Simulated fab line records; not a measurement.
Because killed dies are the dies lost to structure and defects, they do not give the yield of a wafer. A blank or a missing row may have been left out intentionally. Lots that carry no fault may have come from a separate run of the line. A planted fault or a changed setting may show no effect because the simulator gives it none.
Struck lot and sound lot, side by side :: flow sky130 :: 15 out of 708 route steps
Sound: wafers L625.1, L625.2, L625.4. Struck: wafer L627.1. (L627.3, L627.6 of the same lot were not struck and are left out.) The cause comes at the end.
Each step with rows lists, per side, the tool, then ch with its chambers, then its first start. Under that, the readings that differ: sound wafers :: struck wafers :: difference of the means :: sigmas: that difference in standard deviations of wafers without a fault.
alike: a reading whose means differ by less than 2 such deviations, as well as words and numbers matching on both sides. not compared: withheld readings; readings where some wafer has no value; bounds like >300 that might hide an equal value; numbers whose values overlap and for which the record gives no deviation.
A row with sigmas, a row that says differs or no value, or rows on one side alone: a step with any of these is where the two part. Numbers that don't overlap but have no deviation are shown without sigmas and don't part them. A reading that every wafer of one side lacks parts them only if that side has two wafers or more.

first, 3 steps without rows for these wafers: SKY_VIA1_EXPOSE_09 (exposes mask VIM, target cd 150 nm); SKY_VIA1_PEB_10; SKY_VIA1_DEVELOP_11 (develop time 60 s).
SKY_VIA1_CD_MEAS_12: the cd target is 150 nm.
  sound on cd_sem-02 at day 36 22:22; struck on cd_sem-01 at day 37 21:22
  alike: cd_nm
SKY_VIA1_OVL_MEAS_13:
  sound on overlay-02 at day 36 22:29; struck on overlay-02 at day 37 21:29
reading: VIA1_OVL (nm)
sound: -10 -7 -15
struck: 5
difference: +16
sigmas: +3
SKY_VIA1_ETCH_14: etches BARC in N2/H2, stops on SiO2, time 45.9 s, target depth 60 nm.
  sound on rie_diel-02 ch 0,2,3, day 36 22:31; struck on rie_diel-04 ch 0, day 37 21:31
  alike: drypump_motor_current_A, oes_product_au, throttle_valve_pct
  not compared: rf_hours_counter_h
SKY_VIA1_ETCH_15: etches SiO2 in C4F8/O2/Ar, stops on TiN, target depth 351 nm, time 54 s.
  sound on rie_diel-02 ch 0,2,3, day 36 22:33; struck on rie_diel-04 ch 0, day 37 21:34
  alike: oes_product_au
  not compared: rf_hours_counter_h
SKY_VIA1_STRIP_16: strips in O2/N2.
  sound on plasma_asher-03 ch 0,1, day 36 22:36; struck on plasma_asher-02 ch 0, day 37 21:36
reading: drypump_motor_current_A (A)
sound: 5.4 6.4 6.4
struck: 4.9
difference: -1.2
sigmas: -2
  alike: o2_flow_sccm, oes_product_au, strip_time_to_endpoint_s
  not compared: rf_hours_counter_h
then, 3 steps without rows for these wafers: SKY_VIA1_STRIP_17 (strips in post etch residue remover, time 1200 s); SKY_VIA1_CLEAN_18 (cleans in IPA, time 180 s); SKY_VIA1_CLEAN_19 (cleans in O3/DIW).
SKY_VIA1_SPUTTER_20: material TiN, target thk 20 nm, time 80 s.
  sound on pvd_sputter-04 at day 36 23:12; struck on pvd_sputter-01 at day 37 22:32
  alike: throttle_valve_pct
SKY_VIA1_CVD_21: deposits W, target thk 270 nm, time 80.902 s.
  sound on cvd_w-01 ch 0,1, day 36 23:16; struck on cvd_w-02 ch 1, day 37 22:36
reading: model.W_of_VIA1_CVD_21.thk_nm (nm)
sound: 267.3 269.5 265.9
struck: 262.3
difference: -5.3
sigmas: 
  alike: heater_power_w
SKY_VIA1_RS_MEAS_22: the measuring method here is four-point-probe.
  sound on film_metro-01 at day 36 23:21; struck on film_metro-01 at day 37 22:42
  alike: VIA1_W_RS
-- the record jumps here: 11 days lie between the struck wafers' starts before and after (it left off in module VIA1 and takes up again in module PAD_OPEN, whose first step shown is number 708 of the route) --
SKY_PAD_OPEN_PROBE_99:
  sound on prober-01 at day 48 05:07; struck on prober-01 at day 48 21:05
reading: killed_at_contacts
sound: 34 32 28
struck: 14
difference: -17
sigmas: -3

reading: sort_bin_3_pad_short (%)
sound: 1.0 1.6 1.4
struck: 0.4
difference: -0.9
sigmas: -2
  alike: defect_limited_yield, killed_at_M0_to_M3, killed_at_M4_up, killed_at_front_end, killed_at_other, killed_dies, killed_open, killed_short, sort_bin_5_function, sort_bin_6_memory, sort_n_pass, sort_yield_pct

WHERE THEY PART
Last at SKY_PAD_OPEN_PROBE_99 as far as this record goes, first at SKY_VIA1_OVL_MEAS_13.

WHY: the cause the simulator had injected
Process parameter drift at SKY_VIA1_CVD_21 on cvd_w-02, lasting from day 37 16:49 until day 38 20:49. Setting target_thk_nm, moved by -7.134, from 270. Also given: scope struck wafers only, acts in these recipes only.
